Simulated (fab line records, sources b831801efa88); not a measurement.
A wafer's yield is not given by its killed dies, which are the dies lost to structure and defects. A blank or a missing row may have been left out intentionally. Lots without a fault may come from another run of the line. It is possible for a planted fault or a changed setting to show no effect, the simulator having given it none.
fab line records    flow sky130
record lots=4  wafers=12  last-day=50
route steps=708 shown VIA4@653 METAL5@661 PASSIVATION@681 PAD_OPEN@694
lots with no fault: from the same line, run without faults
start-h: start of the lot's first displayed wafer, in hours after the record's first day    wait-h: hours from the lot's prior step to this one    " unchanged from the row above    L1.1+2: a single row standing in for several wafers    - no value present, or no start provided    * or withheld: withheld    < > ~ a bound
route shown NAME@n: names a module that has steps shown in the file, with the first one's number in the route    usual: mean/standard deviation taken from wafers without a fault    same: alike in all rows    chamber/n: place in a boat    sites: readings site by site    _std_site: the values' standard deviation    _edge_site: inner sites' mean taken away from outer sites' mean    radius-mm: for every site, how far away it sits from the centre of the wafer    mask NAME#n: copy n    behind: tool/chamber where the wafer was last shaped    hold: reason for holding the lot/hours on hold/outcome of the hold    device: which transistor (n, p or np) failed to switch    end of line: the same wafers' tests at the end of the route    a step without rows: its recipe alone    killed: the dies lost at the first sort to structure and to defects; this is not the yield of the wafer    map: the dies of a wafer, with x for killed, . for not killed, _ for no die there
set.NAME: the setting as run; set.NAME@STEP: as run at that earlier step    model.NAME: the simulator's own value behind a step, which no gauge read
lots at some steps of the route; a table a step, a row a wafer
services: a tool's chamber out of use, with start hour (start-h, from the record's first day; less than 0 if before it), hours out, and reason
## steps
# step SKY_VIA4_STRIP_14
# recipe chemistry=post-etch-residue-remover  time-s=1200  temp-c=72.5
# step SKY_VIA4_CLEAN_15
# recipe chemistry=IPA  time-s=180  temp-c=25
# step SKY_VIA4_CLEAN_16
# recipe chemistry=O3/DIW  dry=n2-spin
# step SKY_VIA4_SPUTTER_17
# recipe material=TiN  target-thk-nm=20  chamber-pressure-pa=5  power-w=4000  time-s=80
# step SKY_VIA4_CVD_18
# recipe material=W  target-thk-nm=505  time-s=152.14  temp-c=400  pressure-torr=40
# step SKY_VIA4_CMP_21
# recipe stop-on=SiO2  t-overpolish-s=25  down-force-psi=3.5  platen-rpm=60  target-thk-nm=0  pad-velocity-m-s=0.94248
# step SKY_METAL5_SPUTTER_00
# recipe material=Ti  target-thk-nm=15  power-w=3000  time-s=10  chamber-pressure-pa=0.4
# step SKY_METAL5_SPUTTER_01
# recipe material=TiN  target-thk-nm=20  power-w=6500  time-s=16.7  chamber-pressure-pa=0.4
# step SKY_METAL5_SPUTTER_02
# recipe material=AlCu  target-thk-nm=1150  power-w=10600  time-s=61.2  chamber-pressure-pa=0.4
# step SKY_METAL5_SPUTTER_03
# recipe material=Ti  target-thk-nm=5  power-w=3000  time-s=3.3  chamber-pressure-pa=0.4
# step SKY_METAL5_SPUTTER_04
# recipe material=TiN  target-thk-nm=70  power-w=6500  time-s=58.3  chamber-pressure-pa=0.4
# usual cathode-dc-power-W=6500.0/1.1  chamber-pressure-pa=0.4001/0.00085  throttle-valve-pct=29.4/1.3
lot.wafer  tool            chamber  start-h  wait-h  cathode-dc-power-W  chamber-pressure-pa  throttle-valve-pct
L258.2     pvd-sputter-02  -        1024.32  0.0     -                   -                    -
L258.4     "               -        "        "       -                   -                    -
L258.5     "               -        "        "       -                   -                    -
L259.2     pvd-sputter-02  -        1033.88  0.0     -                   -                    -
L259.3     "               -        "        "       -                   -                    -
L259.5     "               -        "        "       -                   -                    -
L270.2     pvd-sputter-02  -        1101.38  0.0     6500.0              0.4003               30.7
L270.5     "               -        "        "       6499.7              0.4017               30.7
L270.6     "               -        "        "       6500.6              0.3986               28.4
L276.2     pvd-sputter-03  -        1133.34  0.0     6499.0              0.3995               29.1
L276.4     "               -        "        "       6499.2              0.4003               28.8
L276.5     "               -        "        "       6499.2              0.4001               28.8
# step SKY_METAL5_THK_MEAS_06
# recipe thk-meas-gauge=xrf  reads=AlCu_of_METAL5_SPUTTER_02
# usual METAL5_ALCU_THK=1138/13
lot.wafer  tool           chamber  start-h  wait-h  METAL5_ALCU_THK[nm]
L258.2     film-metro-01  -        1024.50  0.1     1352
L258.4     "              -        "        "       1367
L258.5     "              -        "        "       1336
L259.2     film-metro-02  -        1034.05  0.1     1326
L259.3     "              -        "        "       1333
L259.5     "              -        "        "       1339
L270.2     film-metro-01  -        1101.56  0.1     1150
L270.5     "              -        "        "       1152
L270.6     "              -        "        "       1141
L276.2     film-metro-01  -        1133.52  0.1     1176
L276.4     "              -        "        "       1144
L276.5     "              -        "        "       1154
# step SKY_METAL5_DEHYDRATE_07
# recipe temp-c=200  time-s=60
# step SKY_METAL5_HMDS_08
# recipe prime-time-s=60  prime-temp-c=120
# step SKY_METAL5_COAT_09
# recipe resist=NOVOLAK  spin-rpm=3000  resist-thk-nm=1800
# step SKY_METAL5_SOFTBAKE_10
# recipe temp-c=90  time-s=60  resist=NOVOLAK
# step SKY_METAL5_EXPOSE_11
# recipe mask-id=MM5  na=0.6  source-shape=conventional  sigma-outer=0.6  polarization=unpolarized  target-cd-nm=1600  dose-mj=190
# step SKY_METAL5_PEB_12
# recipe temp-c=withheld  time-s=*  resist=NOVOLAK
# step SKY_METAL5_DEVELOP_13
# recipe resist=NOVOLAK  developer=TMAH  develop-time-s=60  dev-temp-c=23
# step SKY_METAL5_DESCUM_14
# recipe chemistry=O2  source-power-w=150  bias-power-w=0  pressure-mtorr=10  temp-c=40  time-s=11
# step SKY_METAL5_METAL_ETCH_15
# recipe target-depth-a=12600  stop-on=SiO2  over-etch-frac=0.2  time-s=252  chemistry=Cl2/BCl3  resist-sidewall-deg=86  pressure-mtorr=10  icp-w=900  bias-w=48.5  Cl2_flow_sccm=60  bcl3-flow-sccm=30
# usual bias-w=48.49/0.15  drypump-motor-current-A=5.7/0.51  oes-product-au=0.893/0.0052  throttle-valve-pct=22.264/0.0091
lot.wafer  tool          chamber  start-h  wait-h  bias-w  drypump-motor-current-A  oes-product-au  rf-hours-counter-h  throttle-valve-pct
L258.2     rie-metal-02  0        1045.89  0.0     48.46   5.7                      0.867           17                  22.276
L258.4     "             1        "        "       48.49   6.2                      0.880           -                   22.270
L258.5     "             1        "        "       48.57   6.2                      0.865           -                   22.257
L259.2     rie-metal-03  0        1055.51  0.0     48.44   6.4                      0.867           7                   22.271
L259.3     "             0        "        "       48.67   6.4                      0.867           -                   22.265
L259.5     "             0        "        "       48.85   6.4                      0.869           -                   22.265
L270.2     rie-metal-02  1        1120.75  0.1     48.42   6.2                      0.887           -                   22.267
L270.5     "             1        "        "       48.36   6.2                      0.900           -                   22.268
L270.6     "             1        "        "       48.34   6.2                      0.888           -                   22.259
L276.2     rie-metal-03  1        1150.97  0.0     48.62   5.4                      0.890           5                   22.258
L276.4     "             0        "        "       48.92   6.4                      0.893           -                   22.252
L276.5     "             1        "        "       48.81   5.3                      0.886           -                   22.269
# step SKY_METAL5_STRIP_16
# recipe chemistry=O2/N2  power-w=1400  pressure-mtorr=1500  platen-temp-c=withheld  o2-flow-sccm=3000  n2-flow-sccm=300  overash-fraction=0.5
# step SKY_METAL5_STRIP_17
# recipe chemistry=post-etch-residue-remover  time-s=1200  temp-c=72.5
# step SKY_METAL5_CLEAN_18
# recipe chemistry=IPA  time-s=180  temp-c=25
# step SKY_METAL5_CLEAN_19
# recipe chemistry=O3/DIW  dry=n2-spin
# step SKY_PASSIVATION_CVD_00
# recipe material=SiO2  target-thk-nm=90  temp-c=400  time-s=withheld  rf-w=600
# step SKY_PASSIVATION_CVD_02
# recipe material=Si3N4  target-thk-nm=540  temp-c=400  time-s=withheld  rf-w=450
# step SKY_PASSIVATION_DEHYDRATE_04
# recipe temp-c=200  time-s=60
# step SKY_PASSIVATION_HMDS_05
# recipe prime-time-s=60  prime-temp-c=120
# step SKY_PASSIVATION_COAT_06
# recipe spin-rpm=2000  resist-thk-nm=3000
# step SKY_PASSIVATION_SOFTBAKE_07
# recipe temp-c=110  time-s=withheld
# step SKY_PASSIVATION_EXPOSE_08
# recipe mask-id=NSM  target-cd-nm=3000  na=0.57  dose-mj=260
# step SKY_PASSIVATION_PEB_09
# recipe temp-c=115  time-s=withheld
# step SKY_PASSIVATION_DEVELOP_10
# recipe develop-time-s=60  dev-temp-c=23
# step SKY_PASSIVATION_ETCH_11
# recipe chemistry=CF4/O2  target-depth-nm=725  stop-on=AlCu  source-w=800  bias-w=150  pressure-mtorr=150  cf4-flow-sccm=80  O2_flow_sccm=10  time-s=161.1
# usual bias-w=150.1/0.44  cf4-flow-sccm=80.01/0.24  drypump-motor-current-A=5.8/0.36  oes-product-au=0.981/0.0066  throttle-valve-pct=5.964/0.0086
lot.wafer  tool         chamber  start-h  wait-h  bias-w  cf4-flow-sccm  drypump-motor-current-A  oes-product-au  rf-hours-counter-h  throttle-valve-pct  model.PASSIVATION.feature-depth-nm
L258.2     rie-diel-04  0        1068.07  -       149.5   79.94          5.9                      0.991           15                  5.965               725
L258.4     "            1        "        "       149.8   79.51          5.8                      0.992           -                   5.957               725
L258.5     "            0        "        "       150.4   80.02          5.9                      0.991           -                   5.960               721.4
L259.2     rie-diel-03  0        1077.65  -       149.5   80.11          5.9                      0.990           31                  5.964               725
L259.3     "            1        "        "       150.1   79.77          5.3                      0.993           29                  5.972               725
L259.5     "            2        "        "       150.5   80.25          5.6                      0.994           -                   5.968               725
L270.2     rie-diel-04  1        1140.45  -       149.5   80.20          5.8                      0.983           10                  5.956               713.1
L270.5     "            2        "        "       149.6   80.14          6.4                      0.992           -                   5.960               724.9
L270.6     "            1        "        "       150.1   79.94          5.8                      0.979           -                   5.963               713.2
L276.2     rie-diel-04  0        1169.25  -       150.4   79.77          5.9                      0.975           18                  5.956               701.9
L276.4     "            1        "        "       150.8   79.96          5.8                      0.972           11                  5.958               708
L276.5     "            0        "        "       150.1   80.01          5.9                      0.984           -                   5.968               709.4
# step SKY_PASSIVATION_STRIP_12
# recipe chemistry=O2/N2  power-w=1400  pressure-mtorr=1500  platen-temp-c=withheld  overash-fraction=0.7  o2-flow-sccm=3000  n2-flow-sccm=300
# step SKY_PAD_OPEN_DEHYDRATE_00
# recipe temp-c=200  time-s=60
# step SKY_PAD_OPEN_ETCH_07
# recipe chemistry=CF4/O2  target-depth-nm=725  stop-on=AlCu  source-w=800  bias-w=150  pressure-mtorr=150  cf4-flow-sccm=80  O2_flow_sccm=10  time-s=161.1
# usual bias-w=150.0/0.44  cf4-flow-sccm=80.01/0.25  drypump-motor-current-A=5.8/0.36  oes-product-au=0.981/0.0076  throttle-valve-pct=5.966/0.01
lot.wafer  tool         chamber  start-h  wait-h  bias-w  cf4-flow-sccm  drypump-motor-current-A  oes-product-au  rf-hours-counter-h  throttle-valve-pct  model.PAD_OPEN.feature-depth-nm
L258.2     rie-diel-03  1        1088.08  -       149.4   80.37          5.3                      0.990           29                  5.965               725
L258.4     "            1        "        "       150.0   80.50          5.3                      0.995           -                   5.970               725
L258.5     "            2        "        "       150.0   80.41          5.5                      0.990           -                   5.967               725
L259.2     rie-diel-02  1        1097.58  -       149.5   79.50          5.5                      0.989           11                  5.957               725
L259.3     "            3        "        "       150.2   79.67          6.0                      1.003           19                  5.965               725
L259.5     "            0        "        "       150.6   79.83          5.2                      0.995           -                   5.975               725
L270.2     rie-diel-01  0        1158.02  -       150.3   80.42          6.0                      0.991           14                  5.965               713.1
L270.5     "            3        "        "       150.0   80.10          5.6                      0.993           -                   5.966               726.7
L270.6     "            0        "        "       150.7   80.53          6.0                      0.983           -                   5.959               721
L276.2     rie-diel-03  1        1185.77  -       150.0   80.08          5.3                      0.985           34                  5.955               701.9
L276.4     "            3        "        "       150.0   80.39          6.2                      0.982           -                   5.955               708
L276.5     "            1        "        "       149.7   79.70          5.3                      0.975           -                   5.957               709.4
# step SKY_PAD_OPEN_PROBE_99
# usual defect-limited-yield=82.5/1.9  killed_at_M0_to_M3=42/7.4  killed_at_M4_up=3.4/1.8  killed-at-contacts=25/5.4  killed-at-front-end=15/4.4  killed-at-other=0.2/0.52  killed-dies=86/9.3  killed-open=47/7.6  killed-short=39/6.5  sort_bin_3_pad_short=0.9/0.46  sort_bin_5_function=10.3/1.5  sort_bin_6_memory=6.3/1.2  sort-n-pass=406/9.3  sort-yield-pct=82.5/1.9
# same gross-dies=492  killed-at-back-side=0  sort_bin_4_leakage[%]=0  sort_bin_8_speed[%]=0
lot.wafer  tool       chamber  start-h  wait-h  defect-limited-yield[%]  killed_at_M0_to_M3  killed_at_M4_up  killed-at-contacts  killed-at-front-end  killed-at-other  killed-dies  killed-open  killed-short  sort_bin_3_pad_short[%]  sort_bin_5_function[%]  sort_bin_6_memory[%]  sort-n-pass  sort-yield-pct[%]
L258.2     prober-02  -        1090.50  0.1     85.2                     30                  2                25                  16                   0                73           46           27            0.4                      9.6                     4.9                   419          85.2
L258.4     prober-02  -        1090.60  0.2     82.5                     37                  4                28                  17                   0                86           46           40            1.0                      10.4                    6.1                   406          82.5
L258.5     prober-02  -        1090.65  0.2     82.5                     45                  1                23                  17                   0                86           40           46            1.2                      10.2                    6.1                   406          82.5
L259.2     prober-01  -        1100.01  0.1     81.5                     48                  5                22                  16                   0                91           55           36            1.2                      9.8                     7.5                   401          81.5
L259.3     prober-01  -        1100.06  0.2     78.5                     53                  9                37                  7                    0                106          63           43            0.6                      11.0                    10.0                  386          78.5
L259.5     prober-01  -        1100.16  0.2     80.9                     30                  6                37                  20                   1                94           59           35            0.8                      12.0                    6.3                   398          80.9
L270.2     prober-01  -        1160.52  0.1     82.7                     45                  1                26                  12                   1                85           44           41            1.6                      11.0                    4.7                   407          82.7
L270.5     prober-01  -        1160.67  0.2     82.5                     38                  6                27                  15                   0                86           47           39            0.8                      9.1                     7.5                   406          82.5
L270.6     prober-01  -        1160.72  0.2     80.3                     39                  5                31                  22                   0                97           43           54            2.4                      10.4                    6.9                   395          80.3
L276.2     prober-01  -        1188.20  0.1     82.5                     35                  5                33                  13                   0                86           43           43            0.2                      12.4                    4.9                   406          82.5
L276.4     prober-01  -        1188.30  0.2     86.2                     38                  3                21                  6                    0                68           44           24            0.8                      7.7                     5.3                   424          86.2
L276.5     prober-01  -        1188.35  0.2     83.1                     31                  5                30                  17                   0                83           46           37            0.6                      8.9                     7.3                   409          83.1
# killed by level:class
L258.2 CONTACT:geometric-particle:open=10 VIA1:geometric-particle:open=8 LI_CONTACT:geometric-particle:open=7 FIELD_ISO:geometric-particle:open=6 VIA2:geometric-particle:open=6 LOCAL_INTERCONNECT:geometric-particle:short=5 VIA3:geometric-particle:open=4 VIA3:geometric-particle:short=4
L258.4 CONTACT:geometric-particle:open=8 VIA1:geometric-particle:open=8 LI_CONTACT:geometric-particle:open=7 CONTACT:geometric-particle:short=7 METAL2:geometric-particle:short=7 FIELD_ISO:geometric-particle:open=5 VIA3:geometric-particle:open=5 LOCAL_INTERCONNECT:geometric-particle:short=5
L258.5 FIELD_ISO:geometric-particle:short=8 CONTACT:geometric-particle:open=8 METAL2:geometric-particle:short=8 VIA1:geometric-particle:open=7 VIA3:geometric-particle:open=7 LI_CONTACT:geometric-particle:open=6 METAL1:geometric-particle:short=6 POLY_GATE:geometric-particle:short=4
L259.2 VIA1:geometric-particle:open=12 CONTACT:geometric-particle:open=11 VIA3:geometric-particle:open=10 FIELD_ISO:geometric-particle:open=5 METAL1:geometric-particle:short=5 VIA1:geometric-particle:short=5 CONTACT:geometric-particle:short=4 METAL3:geometric-particle:short=4
L259.3 CONTACT:geometric-particle:open=15 VIA1:geometric-particle:open=12 VIA3:geometric-particle:open=12 LI_CONTACT:geometric-particle:open=9 METAL1:geometric-particle:short=9 CONTACT:geometric-particle:short=7 METAL4:geometric-particle:short=5 LOCAL_INTERCONNECT:geometric-particle:short=4
L259.5 LI_CONTACT:geometric-particle:open=16 CONTACT:geometric-particle:open=10 FIELD_ISO:geometric-particle:open=9 VIA1:geometric-particle:open=9 VIA3:geometric-particle:open=6 METAL4:geometric-particle:short=5 FIELD_ISO:geometric-particle:short=4 POLY_GATE:geometric-particle:short=4
L270.2 VIA1:geometric-particle:open=12 CONTACT:geometric-particle:open=11 METAL1:geometric-particle:short=10 LI_CONTACT:geometric-particle:open=7 VIA1:geometric-particle:short=6 POLY_GATE:geometric-particle:open=5 CONTACT:geometric-particle:short=5 VIA3:geometric-particle:open=4
L270.5 VIA3:geometric-particle:open=11 LI_CONTACT:geometric-particle:open=10 LOCAL_INTERCONNECT:geometric-particle:short=7 METAL2:geometric-particle:short=6 VIA2:geometric-particle:open=6 POLY_GATE:geometric-particle:short=4 LI_CONTACT:geometric-particle:short=4 CONTACT:geometric-particle:open=4
L270.6 METAL2:geometric-particle:short=13 CONTACT:geometric-particle:open=10 FIELD_ISO:geometric-particle:open=6 POLY_GATE:geometric-particle:short=6 LI_CONTACT:geometric-particle:open=6 FIELD_ISO:geometric-particle:short=5 LOCAL_INTERCONNECT:geometric-particle:short=5 CONTACT:geometric-particle:short=5
L276.2 CONTACT:geometric-particle:open=13 LI_CONTACT:geometric-particle:open=9 POLY_GATE:geometric-particle:short=5 VIA1:geometric-particle:open=5 VIA1:geometric-particle:short=5 LOCAL_INTERCONNECT:geometric-particle:short=4 METAL1:geometric-particle:short=4 VIA3:geometric-particle:short=4
L276.4 VIA3:geometric-particle:open=9 VIA2:geometric-particle:open=9 LI_CONTACT:geometric-particle:open=8 METAL1:geometric-particle:short=6 VIA1:geometric-particle:open=6 METAL2:geometric-particle:short=4 CONTACT:geometric-particle:open=4 FIELD_ISO:geometric-particle:open=3
L276.5 CONTACT:geometric-particle:open=13 CONTACT:geometric-particle:short=8 METAL2:geometric-particle:open=6 VIA1:geometric-particle:open=5 POLY_GATE:geometric-particle:short=4 METAL1:geometric-particle:short=4 VIA2:geometric-particle:open=4 METAL4:geometric-particle:short=4
## services
tool            chamber  start-h  hours  kind
rie-diel-04     -        1003.66  9.8    repair
rie-diel-02     3        1005.23  8.1    repair
rie-diel-02     0        1007.88  15.0   repair
pvd-sputter-02  -        1015.74  3.4    repair
rie-diel-02     -        1025.26  15.6   pm
rie-diel-04     2        1030.12  45.6   repair
rie-diel-01     1        1035.15  4.9    repair
rie-diel-02     0        1041.17  2.9    repair
pvd-sputter-03  -        1042.99  2.7    repair
rie-diel-03     3        1068.31  9.5    repair
rie-diel-01     3        1078.31  10.2   repair
rie-diel-04     -        1078.52  2.8    pm
rie-diel-04     1        1093.12  6.5    repair
pvd-sputter-02  -        1095.45  3.9    repair
rie-diel-02     3        1117.45  6.9    repair
rie-metal-02    0        1118.86  47.7   repair
pvd-sputter-02  -        1127.32  22.5   repair
rie-metal-02    1        1128.55  37.4   repair
rie-diel-03     1        1136.41  2.7    repair
rie-diel-03     0        1140.36  6.0    repair
rie-diel-02     2        1168.78  6.7    repair
rie-diel-04     2        1169.46  13.8   repair
rie-metal-02    -        1174.92  14.6   pm
rie-diel-03     0        1184.57  6.3    repair
## key
first-sign step=SKY_METAL5_SPUTTER_04  reading=tool-record  direction=missing
effect step=SKY_METAL5_THK_MEAS_06  reading=METAL5_ALCU_THK  direction=up  sigmas=15  usual=1138  struck=1342
effect step=SKY_METAL5_METAL_ETCH_15  reading=oes-product-au  direction=down  sigmas=4.7  usual=0.893  struck=0.869
model-effect step=SKY_PASSIVATION_ETCH_11  value=PASSIVATION.feature-depth-nm  without=710.6  struck=724.4
model-effect step=SKY_PAD_OPEN_ETCH_07  value=PAD_OPEN.feature-depth-nm  without=710.6  struck=725
met-at SKY_METAL5_SPUTTER_04
struck-wafers L258.2,L258.4,L258.5,L259.2,L259.3,L259.5
fault kind=skipped-step-whole  tool=pvd-sputter-02  chamber=-  onset-h=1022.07  steps=SKY_METAL5_SPUTTER_04  scope=struck-lots-only
